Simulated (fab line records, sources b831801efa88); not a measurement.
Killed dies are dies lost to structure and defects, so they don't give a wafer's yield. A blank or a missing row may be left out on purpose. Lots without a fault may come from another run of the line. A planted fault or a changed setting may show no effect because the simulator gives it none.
Which tool did it? | flow gf180mcu | 6 lots, 18 wafers sampled, at 1 step of a route of 602

WHAT THE GAUGES READ, wafer by wafer
GF_V5_THK_MEAS_03.
lot  | measured     | on            | V5_CVD_02_THK (nm)
L680 | day 26 15:31 | film_metro-01 | 1463 1456 1463
L683 | day 27 13:36 | film_metro-03 | 1451 1467 1481
L686 | day 28 17:45 | film_metro-03 | 1453 1470 1446
L689 | day 29 12:55 | film_metro-01 | 1437 1443 1458
L691 | day 30 02:29 | film_metro-02 | 1438 1442 1442
L694 | day 30 23:08 | film_metro-03 | 1430 1486 1467

WHICH TOOL RAN EACH LOT (tool, then ch and the chambers of the sampled wafers, then the start)
The record holds no process step before these readings.

THE ANSWER, worked out from the rows above alone
Rule: what is usual is taken from the lots themselves. Put in order of their means at a reading, lots are off if they are a third of the lots or fewer, leave a main group of 4 or more, and stand apart from it by a gap of 3 or more times the standard deviation of the main group's means; of several such gaps the widest counts. A main group whose means are all the same, to the digits that the tables above print for the reading, isn't used. A lot without any number at a reading at which 4 lots or more have one is off too. The other lots that the step has rows for count as sound.
No lot is off at any reading shown: from this, nothing can be told.

WHAT THE SIMULATOR HAD PUT IN
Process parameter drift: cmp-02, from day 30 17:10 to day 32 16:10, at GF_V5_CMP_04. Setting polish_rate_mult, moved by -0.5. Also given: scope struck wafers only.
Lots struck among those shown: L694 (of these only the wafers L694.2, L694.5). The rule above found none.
